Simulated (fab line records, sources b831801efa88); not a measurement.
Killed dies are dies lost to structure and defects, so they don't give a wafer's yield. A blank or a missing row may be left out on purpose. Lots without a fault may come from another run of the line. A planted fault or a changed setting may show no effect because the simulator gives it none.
One fault seen from 2 desks | flow gf180mcu | each desk has only its own numbers; what lay behind them comes last

THE METROLOGY DESK
What the gauges read, lot by lot, whatever tool the lot ran on: means of the sampled wafers that have a number. A lot is out of limits, marked OUT, if its mean lies more than 4 standard deviations from the usual mean; the brackets give that distance.
Columns: A = M4_OVL at GF_M4_OVL_MEAS_15, usual 0 nm
lot  | first seen here | A
L707 | day 23 15:09    | -2
L708 | day 23 22:49    | 0
L709 | day 24 04:58    | 1
L710 | day 24 16:13    | -8
L711 | day 25 01:01    | -3
L712 | day 25 11:01    | 4
L713 | day 25 16:40    | 0
L716 | day 26 16:40    | 4
L718 | day 27 09:28    | 3
L719 | day 27 19:15    | -4
L725 | day 29 13:52    | -4
L727 | day 30 01:46    | -8
L730 | day 30 23:31    | 2
This desk's finding: nothing out of limits on any of the 13 lots.

THE TOOL OWNER'S DESK: pvd_sputter-04
The tool's own readings at GF_V2_SPUTTER_21 (material Ti, target thk 15 nm, time 80.02 s): means of the sampled wafers that have a number, for each lot that ran on this tool. A lot is out of limits, marked OUT, if its mean lies more than 4 standard deviations from the usual mean; the brackets give that distance.
Columns: A = throttle_valve_pct at GF_V2_SPUTTER_21, usual 29.8 %
lot  | first seen here | A
L707 | day 20 09:58    | 29.9
L711 | day 22 00:04    | 30.0
L718 | day 24 13:56    | 30.0
L719 | day 25 00:04    | 29.4
L725 | day 26 23:55    | 30.0
L727 | day 27 08:22    | 29.5
L730 | day 28 12:04    | 29.4
This desk's finding: nothing out of limits on any of the 7 lots.

PUT TOGETHER
The metrology desk saw nothing out of limits.
The tool owner's desk saw nothing out of limits.

WHAT THE SIMULATOR HAD PUT IN
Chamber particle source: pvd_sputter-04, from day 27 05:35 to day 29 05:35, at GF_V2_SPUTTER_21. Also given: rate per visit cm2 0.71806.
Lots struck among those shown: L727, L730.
